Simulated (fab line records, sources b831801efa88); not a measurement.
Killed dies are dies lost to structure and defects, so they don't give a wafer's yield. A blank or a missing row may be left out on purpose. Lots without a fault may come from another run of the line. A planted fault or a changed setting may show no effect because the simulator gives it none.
One fault seen from 2 desks | flow sfq_line | each desk has only its own numbers; what lay behind them comes last

THE METROLOGY DESK
What the gauges read, lot by lot, whatever tool the lot ran on: means of the sampled wafers that have a number. A lot is out of limits, marked OUT, if its mean lies more than 4 standard deviations from the usual mean; the brackets give that distance.
Columns: A = I4_BOW at SFQ_I4_BOW_MEAS_927, usual 2 um; B = I4_OVL at SFQ_I4_OVL_MEAS_928, usual 1 nm
lot  | first seen here | A  | B
L756 | day 47 08:38    | 5  | 0
L759 | day 49 04:13    | 13 | -1
L767 | day 51 11:49    | 6  | -2
L768 | day 51 14:57    | 0  | 6
L771 | day 53 00:30    | 11 | 8
L772 | day 53 03:29    | 11 | 3
This desk's finding: nothing out of limits on any of the 6 lots.

THE TOOL OWNER'S DESK: rie_diel-02
The tool's own readings at SFQ_TRILAYER_I4_VIA_BARC_OPEN_VIA_ETCH_146 (etches BARC in O2, target depth 125 nm, time 41.7 s): means of the sampled wafers that have a number, for each lot that ran on this tool. A lot is out of limits, marked OUT, if its mean lies more than 4 standard deviations from the usual mean; the brackets give that distance.
Columns: A = drypump_motor_current_A at SFQ_TRILAYER_I4_VIA_BARC_OPEN_VIA_ETCH_146, usual 5.8 A; B = oes_product_au at SFQ_TRILAYER_I4_VIA_BARC_OPEN_VIA_ETCH_146, usual 0.686 a.u.; C = rf_fwd_power_W at SFQ_TRILAYER_I4_VIA_BARC_OPEN_VIA_ETCH_146, usual 494.8 W
lot  | first seen here | A   | B     | C
L756 | day 52 19:19    | 6.0 | 0.683 | 694.1 (+99 or more) OUT
L759 | day 54 08:31    | 5.5 | 0.691 | 695.7 (+99 or more) OUT
L767 | day 57 04:58    | 6.0 | 0.684 | 493.5
This desk's finding: out of limits on L756, L759; first on L756, day 52 19:19 (rf_fwd_power_W at SFQ_TRILAYER_I4_VIA_BARC_OPEN_VIA_ETCH_146). In limits: L767.

PUT TOGETHER
The tool owner's desk could have raised an alarm at day 52 19:19, on L756, L759.
The metrology desk saw nothing out of limits.
The metrology desk has L756, L759 on record, within its limits.
Of the lots named, all ran SFQ_TRILAYER_I4_VIA_BARC_OPEN_VIA_ETCH_146 on rie_diel-02.

WHAT THE SIMULATOR HAD PUT IN
Process parameter drift: rie_diel-02, from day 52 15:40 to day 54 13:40, at SFQ_TRILAYER_I4_VIA_BARC_OPEN_VIA_ETCH_146. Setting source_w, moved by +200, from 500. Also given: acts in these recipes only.
Lots struck among those shown: L756, L759.
Hours from the fault's start to each desk's first reading out of limits: the tool owner's desk, 4.
